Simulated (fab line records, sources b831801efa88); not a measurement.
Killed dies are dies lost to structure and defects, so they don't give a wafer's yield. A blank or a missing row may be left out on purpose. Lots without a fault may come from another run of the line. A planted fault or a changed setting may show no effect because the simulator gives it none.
A struck lot beside a sound one | flow sky130 | 17 steps out of a route of 708
Sound: wafers L139.1, L139.3, L139.4. Struck: wafers L145.1, L145.3, L145.5. The cause comes at the end.
At each step with rows: each side's tool, then ch and its chambers, then its first start. Under that, the readings that differ: sound wafers | struck wafers | difference of the means | sigmas: that difference in standard deviations of wafers without a fault.
alike: readings whose means differ by less than 2 such deviations, and words and numbers that are the same on both sides. not compared: withheld readings, readings that some wafer has no value for, bounds like >300 that may hide the same value, and numbers for which the record gives no deviation and whose values overlap.
The two part at a step that has a row with sigmas, a row that says differs or no value, or rows on one side only. Numbers that don't overlap but have no deviation are shown without sigmas and don't part them. A reading that every wafer of one side lacks parts them only if that side has two wafers or more.

SKY_GATE_OXIDE_TW_MEAS_14:
  sound on film_metro-03, day 13 17:17; struck on film_metro-03, day 16 02:14
  alike: GATE_OXIDE_TW
then, 3 steps without rows for these wafers: SKY_GATE_OXIDE_CLEAN_15 (cleans in SC1/SC2, time 150 s); SKY_GATE_OXIDE_OXIDATION_16 (stabilise 600 s, purge 300 s, target thk 3.57 nm); SKY_POLY_GATE_CVD_00 (deposits poly-Si, target thk 180 nm, time 720 s).
SKY_POLY_GATE_THK_MEAS_01:
  sound on film_metro-03, day 14 04:23; struck on film_metro-04, day 16 06:11
  alike: POLY_GATE_CVD_00_THK
then, 7 steps without rows for these wafers: SKY_RES_PROTECT_DEHYDRATE_00 (time 60 s); SKY_RES_PROTECT_HMDS_01 (prime time 60 s); SKY_RES_PROTECT_COAT_02 (resist thk 1140 nm); SKY_RES_PROTECT_SOFTBAKE_03 (time 60 s); SKY_RES_PROTECT_EXPOSE_04 (exposes mask RPM, target cd 1270 nm); SKY_RES_PROTECT_PEB_05; SKY_RES_PROTECT_DEVELOP_06 (develop time 60 s).
SKY_POLY_GATE_IMPLANT_02:
  sound on implanter-02 ch 0, day 15 06:22; struck on implanter-03 ch 0, day 17 11:34
  reading         | sound                | struck               | difference | sigmas
  beam_energy_keV | 29.970 29.991 29.993 | 29.995 30.009 30.018 | +0.023     | +2
  alike: beam_on_s, end_station_pressure_torr
SKY_RES_PROTECT_STRIP_07: strips in O2/N2.
  sound on plasma_asher-03 ch 0,1, day 15 06:31; struck on plasma_asher-01 ch 0,1, day 17 11:43
  reading                      | sound             | struck            | difference | sigmas
  oes_product_au (a.u.)        | 0.516 0.516 0.519 | 0.500 0.494 0.499 | -0.019     | -5
  strip_time_to_endpoint_s (s) | 23.35 23.36 23.37 | 25.13 25.09 25.12 | +1.75      | +37
  alike: drypump_motor_current_A
  not compared: rf_hours_counter_h
SKY_RES_PROTECT_TW_MEAS_08:
  sound on film_metro-04, day 15 06:37; struck on film_metro-04, day 17 11:49
  reading      | sound          | struck         | difference | sigmas
  POLY_GATE_TW | 4037 4033 3998 | 4147 4133 4135 | +116       | +4
then, 1 step without rows for these wafers: SKY_RES_PROTECT_CLEAN_09 (cleans in SC1/SC2, time 150 s).
-- the record jumps here: 30 days lie between the struck wafers' starts before and after (it left off in module RES_PROTECT and takes up again in module PAD_OPEN, whose first step shown is number 708 of the route) --
SKY_PAD_OPEN_PROBE_99:
  sound on prober-02, day 46 01:38; struck on prober-02, day 47 11:09
  reading                          | sound             | struck            | difference | sigmas
  model.etest.res_poly.line_ohm_um | 542.2 543.8 512.9 | 385.2 387.9 371.7 | -151.4     |
  model.etest.licon_poly.rc_ohm    | 147.6 144.7 146.6 | 105.1 103.7 101.2 | -43.0      |
  model.etest.res_poly.rs_ohm_sq   | 48.6 48.49 48.56  | 36.26 35.89 36.34 | -12.39     |
  alike: killed_at_M0_to_M3, killed_at_M4_up, killed_at_contacts, killed_at_front_end, killed_at_other, killed_dies, killed_open, killed_short

WHERE THEY PART
First at SKY_POLY_GATE_IMPLANT_02; last, within this record, at SKY_RES_PROTECT_TW_MEAS_08. Later steps at which nothing parts them and some readings are alike: SKY_PAD_OPEN_PROBE_99.

WHY: what the simulator had put in
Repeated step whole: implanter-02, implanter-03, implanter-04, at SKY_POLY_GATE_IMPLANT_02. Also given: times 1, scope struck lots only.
